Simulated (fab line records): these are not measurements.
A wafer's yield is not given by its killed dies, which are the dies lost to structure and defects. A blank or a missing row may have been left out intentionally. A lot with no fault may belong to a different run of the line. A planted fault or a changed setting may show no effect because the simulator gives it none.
fab line records	flow sky130
[record] lots = 6	wafers = 18	lastDay = 50
route steps=708 shown METAL1@451 VIA1@458 PAD_OPEN@708
lots untouched by any fault: they come from a run of this same line in which no faults occurred
startH: hours from the record's opening day to when the first of the lot's shown wafers began	waitH: hours from the lot's prior step to this one	" identical to the entry in the row above	L1.1+2: several wafers, shown together as one row	- value missing, or start not given	* or withheld: withheld	< > ~ a bound
route shown NAME@n: a module of which the file shows steps, and the number in the route of the first	usual: the fault-free wafers' mean and standard deviation	same: alike in all rows	chamber/n: place in a boat	sites: per-site readings	_std_site: standard deviation across them	_edge_site: the outer-site mean with the inner-site mean subtracted	radiusMm: for every site, how far away it sits from the centre of the wafer	mask NAME#n: copy n	behind: the most recent tool/chamber to have shaped the wafer	hold: the reason the lot was held/the length of the hold in hours/how it ended	device: whichever transistor did not switch (one of n, p or np)	end of line: tests of these same wafers at the route's end	step lacking rows: just its recipe	killed: not the wafer's yield, but the dies lost to structure and defects at the first sort	map: per-die view of a wafer (x killed, . not killed, _ where there is no die)
set.NAME: the run value of the setting; set.NAME@STEP: its run value at that earlier step	model.NAME: the simulator's own value behind a step, which no gauge read
certain route steps with their lots: each step a table, each wafer a row
services: the hour from which a tool's chamber was out of use, counted from the record's first day as startH (under 0 if before that day), plus the number of hours and why
[[steps]]
[step SKY_METAL1_DESCUM_17]
[recipe] chemistry = O2	sourcePowerW = 150	biasPowerW = 0	pressureMtorr = 10	tempC = 40	timeS = 8
[usual] drypumpMotorCurrentA = 5.94/0.27	oesProductAu = 0.999/0.0073
lot.wafer	tool	chamber	startH	waitH	drypumpMotorCurrentA	oesProductAu	rfHoursCounterH
L112.1	rieMetal-02	1	793.10	0.0	6.30	1.005	14
L112.5	"	1	"	"	6.24	0.993	-
L112.6	"	1	"	"	6.28	0.998	-
L116.1	rieMetal-03	1	825.00	0.0	5.99	0.991	1
L116.2	"	0	"	"	5.65	0.982	5
L116.5	"	0	"	"	5.61	0.990	-
L120.4	rieMetal-03	1	867.86	0.0	6.01	1.000	-
L120.5	"	0	"	"	5.63	0.996	-
L120.6	"	1	"	"	5.99	1.004	-
L124.1	rieMetal-03	1	888.85	0.0	5.99	1.004	4
L124.2	"	0	"	"	5.61	0.999	7
L124.4	"	0	"	"	5.64	0.991	-
L128.1	rieMetal-02	0	919.99	0.0	6.01	1.008	5
L128.2	"	1	"	"	6.34	0.990	1
L128.6	"	0	"	"	5.99	1.008	-
L132.1	rieMetal-02	1	937.45	0.0	6.34	0.992	2
L132.4	"	0	"	"	5.98	1.003	-
L132.6	"	1	"	"	6.31	0.998	-
[step SKY_METAL1_ETCH_18]
[recipe] chemistry = N2/H2	target = BARC	ionEnergyEv = 200	biasW = 100	pressureMtorr = 30	n2FlowSccm = 100	h2FlowSccm = 200	icpW = 500	stopOn = SiO2	timeS = 45.9	targetDepthA = 600
[usual] drypumpMotorCurrentA = 5.94/0.27	oesProductAu = 0.854/0.0046	throttleValvePct = 13.226/0.009
lot.wafer	tool	chamber	startH	waitH	drypumpMotorCurrentA	oesProductAu	rfHoursCounterH	throttleValvePct
L112.1	rieMetal-02	1	793.17	0.1	6.31	0.848	14	13.225
L112.5	"	1	"	"	6.35	0.850	-	13.235
L112.6	"	1	"	"	6.31	0.864	-	13.229
L116.1	rieMetal-03	1	825.05	0.0	5.99	0.859	1	13.234
L116.2	"	0	"	"	5.62	0.849	5	13.218
L116.5	"	0	"	"	5.62	0.858	-	13.229
L120.4	rieMetal-03	1	867.91	0.0	5.98	0.853	-	13.223
L120.5	"	0	"	"	5.60	0.854	-	13.241
L120.6	"	1	"	"	6.00	0.862	-	13.207
L124.1	rieMetal-03	1	888.89	0.0	5.98	0.858	4	13.223
L124.2	"	0	"	"	5.59	0.858	7	13.210
L124.4	"	0	"	"	5.59	0.852	-	13.216
L128.1	rieMetal-02	0	920.02	0.0	6.03	0.844	5	13.245
L128.2	"	1	"	"	6.30	0.854	1	13.222
L128.6	"	0	"	"	6.01	0.853	-	13.234
L132.1	rieMetal-02	1	937.49	0.0	6.38	0.851	2	13.250
L132.4	"	0	"	"	6.01	0.856	-	13.217
L132.6	"	1	"	"	6.30	0.859	-	13.225
[step SKY_METAL1_METAL_ETCH_19]
[recipe] targetDepthA = 3600	stopOn = SiO2	overEtchFrac = 0.3	timeS = 78	chemistry = Cl2/BCl3	resistSidewallDeg = 88	pressureMtorr = 10	icpW = 900	biasW = 48.5	Cl2_flow_sccm = 60	bcl3FlowSccm = 30
[usual] drypumpMotorCurrentA = 5.93/0.27	oesProductAu = 0.855/0.0062	throttleValvePct = 22.264/0.0094
lot.wafer	tool	chamber	startH	waitH	drypumpMotorCurrentA	oesProductAu	rfHoursCounterH	throttleValvePct
L112.1	rieMetal-02	1	793.29	0.1	6.33	0.848	14	22.263
L112.5	"	1	"	"	6.34	0.851	-	22.254
L112.6	"	1	"	"	6.30	0.852	-	22.269
L116.1	rieMetal-03	1	825.13	0.1	5.98	0.860	2	22.272
L116.2	"	0	"	"	5.60	0.861	5	22.269
L116.5	"	0	"	"	5.62	0.862	-	22.256
L120.4	rieMetal-03	1	867.98	0.1	6.02	0.861	-	22.273
L120.5	"	0	"	"	5.61	0.852	-	22.252
L120.6	"	1	"	"	6.02	0.855	-	22.262
L124.1	rieMetal-03	1	888.95	0.0	6.00	0.855	4	22.264
L124.2	"	0	"	"	5.62	0.863	7	22.249
L124.4	"	0	"	"	5.63	0.860	-	22.290
L128.1	rieMetal-02	0	920.08	0.0	5.98	0.854	5	22.252
L128.2	"	1	"	"	6.34	0.854	1	22.263
L128.6	"	0	"	"	5.99	0.856	-	22.260
L132.1	rieMetal-02	1	937.55	0.0	6.31	0.854	2	22.271
L132.4	"	0	"	"	5.99	0.850	-	22.264
L132.6	"	1	"	"	6.29	0.858	-	22.253
[step SKY_METAL1_STRIP_20]
[recipe] chemistry = O2/N2	powerW = 1400	pressureMtorr = 1500	platenTempC = withheld	o2FlowSccm = 3000	n2FlowSccm = 300	overashFraction = 0.5
[usual] drypumpMotorCurrentA = 6.0/0.45	oesProductAu = 0.344/0.0046	stripTimeToEndpointS = 2.71/0.037
lot.wafer	tool	chamber	startH	waitH	drypumpMotorCurrentA	oesProductAu	rfHoursCounterH	stripTimeToEndpointS
L112.1	plasmaAsher-03	1	793.47	0.1	5.7	0.339	5	2.68
L112.5	"	0	"	"	6.1	0.340	-	2.69
L112.6	"	1	"	"	5.8	0.353	-	2.70
L116.1	plasmaAsher-02	1	825.25	0.1	6.6	0.345	73	2.71
L116.2	"	0	"	"	5.1	0.348	73	2.71
L116.5	"	1	"	"	6.6	0.348	-	2.74
L120.4	plasmaAsher-03	0	868.07	0.1	6.1	0.345	-	2.69
L120.5	"	1	"	"	5.7	0.346	-	2.75
L120.6	"	0	"	"	6.1	0.340	-	2.70
L124.1	plasmaAsher-04	1	889.04	0.1	6.0	0.338	108	2.66
L124.2	"	0	"	"	6.5	0.346	108	2.74
L124.4	"	0	"	"	6.5	0.339	-	2.72
L128.1	plasmaAsher-03	1	920.17	0.1	5.7	0.330	15	2.65
L128.2	"	0	"	"	6.1	0.340	15	2.67
L128.6	"	0	"	"	6.0	0.343	-	2.64
L132.1	plasmaAsher-04	1	937.64	0.1	6.0	0.343	112	2.69
L132.4	"	1	"	"	6.0	0.340	-	2.63
L132.6	"	0	"	"	6.5	0.337	-	2.69
[step SKY_METAL1_STRIP_21]
[recipe] chemistry = postEtchResidueRemover	timeS = 1200	tempC = 72.5
[step SKY_METAL1_CLEAN_22]
[recipe] chemistry = IPA	timeS = 180	tempC = 25
[step SKY_METAL1_CLEAN_23]
[recipe] chemistry = O3/DIW	dry = n2Spin
[step SKY_VIA1_HDPCVD_00]
[recipe] material = SiO2	targetThkNm = 1030	sigmaOpenFrac = 0.3	timeS = 171.7	tempC = 400	sih4FlowSccm = 60	pressureMtorr = 6
[step SKY_VIA1_THK_MEAS_01]
[recipe] reads = SiO2_of_VIA1_HDPCVD_00
[usual] VIA1_HDPCVD_THK = 1023/10
lot.wafer	tool	chamber	startH	waitH	VIA1_HDPCVD_THK[nm]
L112.1	filmMetro-04	-	794.21	0.1	1026
L112.5	"	-	"	"	1040
L112.6	"	-	"	"	1011
L116.1	filmMetro-04	-	825.95	0.1	1030
L116.2	"	-	"	"	1035
L116.5	"	-	"	"	1023
L120.4	filmMetro-01	-	868.82	0.0	1017
L120.5	"	-	"	"	1023
L120.6	"	-	"	"	1019
L124.1	filmMetro-04	-	889.74	0.1	998
L124.2	"	-	"	"	1030
L124.4	"	-	"	"	1028
L128.1	filmMetro-01	-	920.87	0.1	1039
L128.2	"	-	"	"	1013
L128.6	"	-	"	"	1015
L132.1	filmMetro-04	-	938.35	0.1	1041
L132.4	"	-	"	"	1040
L132.6	"	-	"	"	1018
[step SKY_VIA1_CMP_02]
[recipe] material = SiO2	downForcePsi = 4	platenRpm = 60	padVelocityMS = 0.94248
[usual] motorCurrentA = 11.7/1.4	slurryFilterDpKPa = 13.49/0.14
lot.wafer	tool	chamber	startH	waitH	motorCurrentA	slurryFilterDpKPa
L112.1	cmp-02	0	794.32	0.1	12.4	13.48
L112.5	"	3	"	"	11.8	13.64
L112.6	"	0	"	"	12.0	13.73
L116.2	cmp-02	0	826.01	0.0	13.2	13.63
L116.1	"	2	"	"	13.5	13.52
L116.5	"	1	"	"	9.3	13.39
L120.4	cmp-01	2	868.90	0.1	12.1	13.40
L120.5	"	1	"	"	12.2	13.42
L120.6	"	2	"	"	11.8	13.42
L124.2	cmp-02	2	889.80	0.0	13.7	13.54
L124.1	"	0	"	"	13.0	13.58
L124.4	"	1	"	"	10.0	13.67
L128.2	cmp-02	3	921.03	0.1	11.9	13.75
L128.1	"	0	"	"	11.7	13.59
L128.6	"	1	"	"	10.0	13.41
L132.4	cmp-02	0	938.41	0.0	11.5	13.63
L132.1	"	1	"	"	10.5	13.43
L132.6	"	0	"	"	12.5	13.79
[step SKY_VIA1_BOW_MEAS_03]
[recipe] mode = bow
[usual] VIA1_BOW = 81/6.4
lot.wafer	tool	chamber	startH	waitH	VIA1_BOW[um]
L112.1	filmMetro-04	-	794.57	0.2	86
L112.5	"	-	"	"	79
L112.6	"	-	"	"	86
L116.1	filmMetro-04	-	826.31	0.1	67
L116.2	"	-	"	"	83
L116.5	"	-	"	"	79
L120.4	filmMetro-02	-	869.21	0.3	83
L120.5	"	-	"	"	93
L120.6	"	-	"	"	79
L124.1	filmMetro-02	-	890.10	0.1	90
L124.2	"	-	"	"	87
L124.4	"	-	"	"	85
L128.1	filmMetro-02	-	921.23	0.1	86
L128.2	"	-	"	"	85
L128.6	"	-	"	"	84
L132.1	filmMetro-02	-	938.71	0.2	66
L132.4	"	-	"	"	82
L132.6	"	-	"	"	86
[step SKY_VIA1_DEHYDRATE_04]
[recipe] tempC = 200	timeS = 60
[step SKY_VIA1_HMDS_05]
[recipe] primeTimeS = 60	primeTempC = 120
[usual] primeTempC = 120.02/0.15
lot.wafer	tool	chamber	startH	waitH	primeTempC
L112.1	lithoTrack-02	0	807.38	0.1	119.89
L112.5	"	0	"	"	119.94
L112.6	"	0	"	"	119.92
L116.1	lithoTrack-01	0	839.10	0.1	120.28
L116.2	"	0	"	"	120.49
L116.5	"	0	"	"	120.10
L120.4	lithoTrack-01	0	881.47	0.1	123.42
L120.5	"	0	"	"	123.33
L120.6	"	0	"	"	123.46
L124.1	lithoTrack-01	0	902.35	0.1	123.19
L124.2	"	0	"	"	123.06
L124.4	"	0	"	"	123.28
L128.1	lithoTrack-02	0	933.58	0.1	119.98
L128.2	"	0	"	"	119.98
L128.6	"	0	"	"	119.85
L132.1	lithoTrack-02	0	950.83	0.1	120.21
L132.4	"	0	"	"	120.22
L132.6	"	0	"	"	120.01
[step SKY_VIA1_COAT_06]
[recipe] resist = BARC	tempC = withheld	timeS = withheld	spinRpm = 3000	resistThkNm = 60
[step SKY_PAD_OPEN_PROBE_99]
[usual] defectLimitedYield = 82.3/2.2	killed_at_M0_to_M3 = 43/7.3	killed_at_M4_up = 3.2/1.9	killedAtContacts = 25/5.4	killedAtFrontEnd = 16/4.4	killedAtOther = 0.4/0.66	killedDies = 87/11	killedOpen = 48/7.9	killedShort = 39/6.5	sort_bin_3_pad_short = 0.8/0.43	sort_bin_5_function = 10.5/1.6	sort_bin_6_memory = 6.4/1.2	sortNPass = 405/11	sortYieldPct = 82.3/2.2
[same] grossDies = 492	killedAtBackSide = 0	sort_bin_4_leakage[%] = 0	sort_bin_8_speed[%] = 0
lot.wafer	tool	chamber	startH	waitH	defectLimitedYield[%]	killed_at_M0_to_M3	killed_at_M4_up	killedAtContacts	killedAtFrontEnd	killedAtOther	killedDies	killedOpen	killedShort	sort_bin_3_pad_short[%]	sort_bin_5_function[%]	sort_bin_6_memory[%]	sortNPass	sortYieldPct[%]
L124.1	prober-02	-	1174.83	0.1	83.5	42	5	24	10	0	81	42	39	0.8	9.8	5.9	411	83.5
L124.2	prober-02	-	1174.88	0.1	83.3	48	3	20	9	2	82	41	41	1.0	9.3	6.3	410	83.3
L124.4	prober-02	-	1174.98	0.2	83.5	32	2	27	20	0	81	50	31	0.6	9.6	6.3	411	83.5
L128.1	prober-01	-	1195.55	0.1	82.9	46	1	25	12	0	84	50	34	0.4	10.8	5.9	408	82.9
L128.2	prober-01	-	1195.60	0.1	86.0	42	0	19	8	0	69	41	28	0.8	7.9	5.3	423	86.0
L128.6	prober-01	-	1195.80	0.2	83.7	43	7	15	14	1	80	42	37	0.8	10.6	4.9	412	83.7
L132.1	prober-02	-	1206.45	0.1	79.1	37	5	35	26	0	103	51	52	1.2	11.6	8.1	389	79.1
L132.4	prober-02	-	1206.60	0.2	82.3	49	2	26	10	0	87	49	38	0.8	10.6	6.3	405	82.3
L132.6	prober-02	-	1206.70	0.2	84.1	29	1	29	19	0	78	48	30	0.2	10.2	5.5	414	84.1
// killed by level:class
L124.1 CONTACT:geometricParticle:short=8 LI_CONTACT:geometricParticle:open=7 METAL1:geometricParticle:short=7 VIA1:geometricParticle:open=7 FIELD_ISO:geometricParticle:open=6 VIA1:geometricParticle:short=6 VIA2:geometricParticle:open=6 VIA3:geometricParticle:open=6
L124.2 CONTACT:geometricParticle:open=9 VIA3:geometricParticle:open=8 VIA2:geometricParticle:open=7 CONTACT:geometricParticle:short=6 METAL1:geometricParticle:short=6 METAL2:geometricParticle:short=5 LOCAL_INTERCONNECT:geometricParticle:short=4 METAL1:geometricParticle:open=4
L124.4 VIA2:geometricParticle:open=10 POLY_GATE:geometricParticle:open=8 VIA3:geometricParticle:open=8 FIELD_ISO:geometricParticle:short=7 CONTACT:geometricParticle:open=7 CONTACT:geometricParticle:short=6 LI_CONTACT:geometricParticle:open=4 LOCAL_INTERCONNECT:geometricParticle:short=4
L128.1 CONTACT:geometricParticle:open=11 METAL1:geometricParticle:short=9 VIA1:geometricParticle:open=9 VIA2:geometricParticle:open=7 VIA3:geometricParticle:open=7 LI_CONTACT:geometricParticle:open=5 METAL2:geometricParticle:short=5 VIA1:geometricParticle:short=4
L128.2 METAL1:geometricParticle:short=10 CONTACT:geometricParticle:open=9 VIA3:geometricParticle:open=9 FIELD_ISO:geometricParticle:open=6 VIA1:geometricParticle:open=6 LI_CONTACT:geometricParticle:open=4 METAL2:geometricParticle:short=4 VIA1:geometricParticle:short=3
L128.6 VIA3:geometricParticle:open=9 METAL1:geometricParticle:short=7 VIA1:geometricParticle:open=7 METAL4:geometricParticle:short=7 LI_CONTACT:geometricParticle:open=6 CONTACT:geometricParticle:open=6 VIA2:geometricParticle:open=6 FIELD_ISO:geometricParticle:open=4
L132.1 CONTACT:geometricParticle:open=14 FIELD_ISO:geometricParticle:open=9 VIA1:geometricParticle:short=8 POLY_GATE:geometricParticle:open=7 LOCAL_INTERCONNECT:geometricParticle:short=6 CONTACT:geometricParticle:short=6 VIA1:geometricParticle:open=6 POLY_GATE:geometricParticle:short=5
L132.4 VIA1:geometricParticle:open=10 CONTACT:geometricParticle:open=9 VIA2:geometricParticle:open=7 VIA1:geometricParticle:short=6 VIA3:geometricParticle:open=6 LI_CONTACT:geometricParticle:short=5 CONTACT:geometricParticle:short=5 VIA3:geometricParticle:short=5
L132.6 CONTACT:geometricParticle:open=14 LI_CONTACT:geometricParticle:open=8 FIELD_ISO:geometricParticle:open=6 VIA3:geometricParticle:open=5 VIA1:geometricParticle:open=4 METAL2:geometricParticle:short=4 FIELD_ISO:geometricParticle:short=3 POLY_GATE:geometricParticle:short=3
[[services]]
tool	chamber	startH	hours	kind
rieMetal-02	0	783.89	5.2	repair
plasmaAsher-03	-	788.06	2.8	pm
rieMetal-02	0	789.06	-	clean
rieMetal-02	0	789.06	31.7	scheduledDown
rieMetal-02	0	789.06	31.7	ventCycle
cmp-02	-	801.89	5.1	repair
rieMetal-03	-	810.61	2.8	pm
cmp-01	-	820.14	0.9	repair
cmp-01	-	820.98	0.3	repair
plasmaAsher-03	-	831.59	2.0	repair
plasmaAsher-03	-	833.76	28.1	pm
cmp-01	-	839.81	2.3	repair
cmp-02	-	842.43	0.9	repair
cmp-01	-	856.67	0.2	repair
cmp-01	-	858.48	1.2	repair
cmp-02	-	865.20	0.8	repair
rieMetal-02	1	879.27	-	clean
rieMetal-02	1	879.27	30.8	scheduledDown
rieMetal-02	1	879.27	30.8	ventCycle
cmp-01	-	902.00	2.3	repair
cmp-02	-	909.80	6.0	pm
cmp-02	-	915.81	4.0	pm
cmp-02	-	919.81	-	consumableReplace:conditioner
cmp-02	-	919.81	-	consumableReplace:pad
[[key]]
[firstSign] step = SKY_VIA1_HMDS_05	reading = primeTempC	direction = up	sigmas = 22	usual = *	struck = *
effect none on later readings
metAt SKY_VIA1_HMDS_05
struckWafers L120.4,L120.5,L120.6,L124.1,L124.2,L124.4
onsetBetween 839.10 881.47
[fault] kind = processParameterDrift	tool = lithoTrack-01	chamber = -	onsetH = 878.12	steps = SKY_VIA1_HMDS_05	channel = primeTempC	offset = *	shape = step	endH = 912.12	actsIn = *	stated = *
